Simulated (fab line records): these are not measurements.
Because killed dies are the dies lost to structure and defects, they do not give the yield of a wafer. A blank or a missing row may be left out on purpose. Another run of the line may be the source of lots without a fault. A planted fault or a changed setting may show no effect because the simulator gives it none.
Which of the tools did it?    flow sky130    Sampling: 24 lots, 72 wafers, 5 of 708 route steps

WHAT EACH GAUGE READ, for each wafer
SKY_FIELD_ISO_CD_MEAS_13 targets a cd of 150 nm. Usual: 149.8 nm for cd_nm, sd 1.7.
lot   measured     on         cd_nm (nm)         flag
L074  day 2 04:26  cd_sem-02  148.5 148.6 146.4  
L075  day 2 09:17  cd_sem-01  152.2 151.5 151.2  
L076  day 2 18:05  cd_sem-02  151.7 149.7 151.1  
L077  day 2 20:37  cd_sem-02  151.3 152.8 151.9  
L078  day 3 01:23  cd_sem-01  150.2 148.5 150.4  
L079  day 3 06:19  cd_sem-02  152.7 151.5 151.7  
L080  day 3 11:32  cd_sem-01  149.9 150.8 148.7  
L081  day 3 16:11  cd_sem-02  151.2 149.8 149.1  
L082  day 4 00:02  cd_sem-02  152.6 152.3 151.8  
L083  day 4 05:47  cd_sem-02  147.4 149.3 149.2  
L084  day 4 09:38  cd_sem-02  148.1 148.4 149.7  
L085  day 4 14:44  cd_sem-02  147.7 147.4 146.5  
L086  day 4 19:21  cd_sem-01  147.3 150.2 152.0  
L087  day 5 00:02  cd_sem-02  150.4 151.5 148.9  
L088  day 5 04:44  cd_sem-01  150.6 151.6 149.6  
L089  day 5 12:14  cd_sem-02  152.7 152.9 151.5  
L090  day 5 17:35  cd_sem-01  147.4 149.3 148.6  
L091  day 5 22:29  cd_sem-02  149.5 150.9 149.6  
L092  day 6 02:32  cd_sem-01  148.9 148.6 148.5  
L093  day 6 07:14  cd_sem-01  146.9 146.1 146.7  
L094  day 6 13:23  cd_sem-01  149.1 150.3 149.9  
L095  day 6 19:11  cd_sem-01  150.1 150.6 150.4  
L096  day 6 22:50  cd_sem-02  151.5 152.2 151.9  
L097  day 7 04:53  cd_sem-02  150.4 151.7 150.3  

SKY_VT_ADJUST_LVTN_OVL_MEAS_18. Usual: VT_ADJUST_LVTN_01_OVL typically reads -0.4 nm, with standard deviation 1.5.
lot   measured      on          VT_ADJUST_LVTN_01_OVL (nm)  flag
L074  day 7 14:20   overlay-01  0.0 -3.2 -2.6               
L075  day 7 20:54   overlay-02  1.6 1.5 0.7                 
L076  day 8 13:04   overlay-01  -0.3 -1.4 1.6               
L077  day 8 17:29   overlay-02  -1.0 0.2 -0.4               
L078  day 9 02:56   overlay-01  1.1 0.8 -1.5                
L079  day 9 08:00   overlay-02  -1.0 0.2 -0.6               
L080  day 9 13:28   overlay-01  -0.3 -1.7 -3.3              
L081  day 9 16:43   overlay-01  1.1 -0.9 -0.9               
L082  day 10 01:17  overlay-01  -2.3 -2.6 -1.0              
L083  day 10 06:05  overlay-01  -2.9 -0.7 -0.9              
L084  day 10 12:19  overlay-01  -1.3 -1.6 0.2               
L085  day 10 21:05  overlay-01  1.4 -2.0 -0.4               
L086  day 11 03:20  overlay-02  1.2 0.8 1.3                 
L087  day 11 07:30  overlay-02  -2.1 -2.0 -0.3              
L088  day 11 13:27  overlay-02  -0.2 0.9 0.3                
L089  day 11 21:53  overlay-01  -0.6 0.5 -2.5               
L090  day 12 09:30  overlay-01  -1.8 -3.6 -0.9              
L091  day 12 13:12  overlay-02  1.6 1.5 0.6                 
L092  day 12 16:52  overlay-02  1.8 0.9 -0.1                
L093  day 13 05:42  overlay-02  1.4 -1.3 -0.2               
L094  day 13 09:50  overlay-02  -1.6 -2.0 0.4               
L095  day 13 15:55  overlay-02  -0.9 0.8 -0.4               
L096  day 13 18:29  overlay-02  0.0 -0.8 1.2                
L097  day 14 03:35  overlay-01  3.7 2.8 0.0                 

SKY_LI_CONTACT_THK_MEAS_01. Usual: LI_CONTACT_HDPCVD_THK typically reads 934 nm, with standard deviation 8.9.
lot   measured      on             LI_CONTACT_HDPCVD_THK (nm)  flag
L074  day 27 21:43  film_metro-01  934 926 919                 
L075  day 28 02:11  film_metro-03  924 931 944                 
L076  day 29 00:28  film_metro-03  936 929 932                 
L077  day 29 03:10  film_metro-03  937 954 941                 
L078  day 30 10:43  film_metro-04  919 930 932                 
L079  day 30 15:25  film_metro-01  934 939 949                 
L080  day 30 13:53  film_metro-03  939 942 945                 
L081  day 30 14:41  film_metro-04  926 938 923                 
L082  day 30 18:46  film_metro-01  925 922 934                 
L083  day 31 00:44  film_metro-04  944 941 936                 
L084  day 31 20:05  film_metro-03  937 937 938                 
L085  day 31 18:16  film_metro-01  941 922 926                 
L086  day 31 22:36  film_metro-01  931 930 922                 
L087  day 32 07:28  film_metro-04  927 937 950                 
L088  day 32 11:23  film_metro-01  931 940 927                 
L089  day 32 18:23  film_metro-04  922 921 932                 
L090  day 33 08:31  film_metro-03  920 927 913                 
L091  day 33 12:41  film_metro-03  929 939 937                 
L092  day 33 20:37  film_metro-03  941 927 940                 
L093  day 34 04:50  film_metro-04  929 932 932                 
L094  day 34 08:56  film_metro-04  949 941 944                 
L095  day 34 12:58  film_metro-04  937 932 936                 
L096  day 34 20:40  film_metro-04  942 943 938                 
L097  day 35 03:55  film_metro-04  946 941 930                 

SKY_VIA4_THK_MEAS_20: measures by xrf. Usual: VIA4_W_THK typically reads 504 nm, with standard deviation 5.9.
lot   measured      on             VIA4_W_THK (nm)  flag
L074  day 42 17:52  film_metro-02  501 511 507      
L075  day 42 23:51  film_metro-02  505 498 502      
L076  day 43 17:34  film_metro-02  500 497 496      
L077  day 43 18:41  film_metro-01  504 511 504      
L078  day 44 21:09  film_metro-04  509 501 509      
L079  day 45 01:17  film_metro-01  508 515 510      
L080  day 45 00:02  film_metro-01  503 502 518      
L081  day 44 23:23  film_metro-02  502 500 503      
L082  day 45 02:23  film_metro-01  511 507 505      
L083  day 45 06:42  film_metro-02  501 498 501      
L084  day 45 23:19  film_metro-04  515 504 513      
L085  day 45 21:45  film_metro-02  518 521 515      
L086  day 46 01:14  film_metro-02  506 506 507      
L087  day 46 06:05  film_metro-01  510 504 508      
L088  day 46 08:09  film_metro-02  511 507 501      
L089  day 46 15:38  film_metro-04  506 503 504      
L090  day 47 00:41  film_metro-02  507 498 498      
L091  day 47 04:14  film_metro-01  499 500 501      
L092  day 47 12:42  film_metro-02  500 499 500      
L093  day 47 18:09  film_metro-01  499 493 498      
L094  day 47 20:45  film_metro-02  504 492 493      
L095  day 47 22:32  film_metro-02  507 499 507      
L096  day 48 06:41  film_metro-01  503 497 497      
L097  day 48 12:13  film_metro-02  500 501 497      

EACH LOT AND THE TOOL THAT RAN IT (in order: tool; ch and the chambers of the sampled wafers; start)
lot   SKY_METAL4_STRIP_19
L074  plasma_asher-01 ch 0,1, day 41 16:38
L075  plasma_asher-03 ch 0,1, day 41 22:02
L076  plasma_asher-04 ch 0,1, day 42 15:49
L077  plasma_asher-03 ch 0, day 42 18:01
L078  plasma_asher-01 ch 0,1, day 43 20:53
L079  plasma_asher-01 ch 0,1, day 44 01:13
L080  plasma_asher-03 ch 1, day 43 23:55
L081  plasma_asher-04 ch 0,1, day 43 22:55
L082  plasma_asher-04 ch 0,1, day 44 02:52
L083  plasma_asher-03 ch 0,1, day 44 07:28
L084  plasma_asher-01 ch 0,1, day 45 00:04
L085  plasma_asher-03 ch 0,1, day 44 22:16
L086  plasma_asher-03 ch 0,1, day 45 01:58
L087  plasma_asher-03 ch 0,1, day 45 07:28
L088  plasma_asher-03 ch 0,1, day 45 08:47
L089  plasma_asher-03 ch 0,1, day 45 17:01
L090  plasma_asher-03 ch 0,1, day 46 01:55
L091  plasma_asher-04 ch 0,1, day 46 06:04
L092  plasma_asher-04 ch 0,1, day 46 14:10
L093  plasma_asher-01 ch 0,1, day 46 20:07
L094  plasma_asher-03 ch 0,1, day 46 22:22
L095  plasma_asher-03 ch 0,1, day 46 23:49
L096  plasma_asher-04 ch 0,1, day 47 09:16
L097  plasma_asher-04 ch 0, day 47 14:52
- SKY_METAL4_STRIP_19: strips in O2/N2.

AS READ BY THE TOOLS THEMSELVES (means over the sampled wafers that have a number; for cases with no such wafer, the mark the record gives instead)
SKY_METAL4_STRIP_19. Usual: drypump_motor_current_A 5.4 A, standard deviation 0.38; oes_product_au 0.501 a.u., standard deviation 0.0049; strip_time_to_endpoint_s 6.51 s, standard deviation 0.067.
lot   tool             drypump_motor_current_A (A)  oes_product_au (a.u.)  strip_time_to_endpoint_s (s)  flag
L074  plasma_asher-01  5.3                          0.504                  6.58                          
L075  plasma_asher-03  5.1                          0.503                  6.57                          
L076  plasma_asher-04  5.8                          0.508                  6.58                          
L077  plasma_asher-03  5.4                          0.505                  6.54                          
L078  plasma_asher-01  5.4                          0.501                  6.51                          
L079  plasma_asher-01  5.4                          0.507                  6.53                          
L080  plasma_asher-03  5.0                          0.501                  6.41                          
L081  plasma_asher-04  5.9                          0.503                  6.56                          
L082  plasma_asher-04  5.8                          0.498                  6.48                          
L083  plasma_asher-03  5.3                          0.498                  6.44                          
L084  plasma_asher-01  5.4                          0.498                  6.41                          
L085  plasma_asher-03  5.2                          0.495                  6.47                          
L086  plasma_asher-03  5.3                          0.498                  6.54                          
L087  plasma_asher-03  5.3                          0.504                  6.59                          
L088  plasma_asher-03  5.3                          0.508                  6.53                          
L089  plasma_asher-03  5.2                          0.497                  6.46                          
L090  plasma_asher-03  5.3                          0.495                  6.49                          
L091  plasma_asher-04  5.8                          0.502                  6.52                          
L092  plasma_asher-04  6.0                          0.506                  6.49                          
L093  plasma_asher-01  5.3                          0.495                  6.46                          
L094  plasma_asher-03  5.3                          0.500                  6.43                          
L095  plasma_asher-03  5.3                          0.503                  6.44                          
L096  plasma_asher-04  5.9                          0.504                  6.56                          
L097  plasma_asher-04  6.1                          0.502                  6.59                          

THE ANSWER, worked out from the rows above alone
Rule: take the mean of a lot's wafers that have a number; if it is more than 3 standard deviations from the usual mean, the lot is off. A lot without any number at a reading at which 4 lots or more have one is off too. The other lots that the step has rows for count as sound. After the gauges, taken in route order, come the tools' own readings; for these a lot's mean is taken, as printed above. At the first step where some lot is off, the reading lying furthest off is the one used; lots without a number count as furthest.
None of the lots is off at any reading shown; this tells nothing.

WHAT THE SIMULATOR HAD INSERTED
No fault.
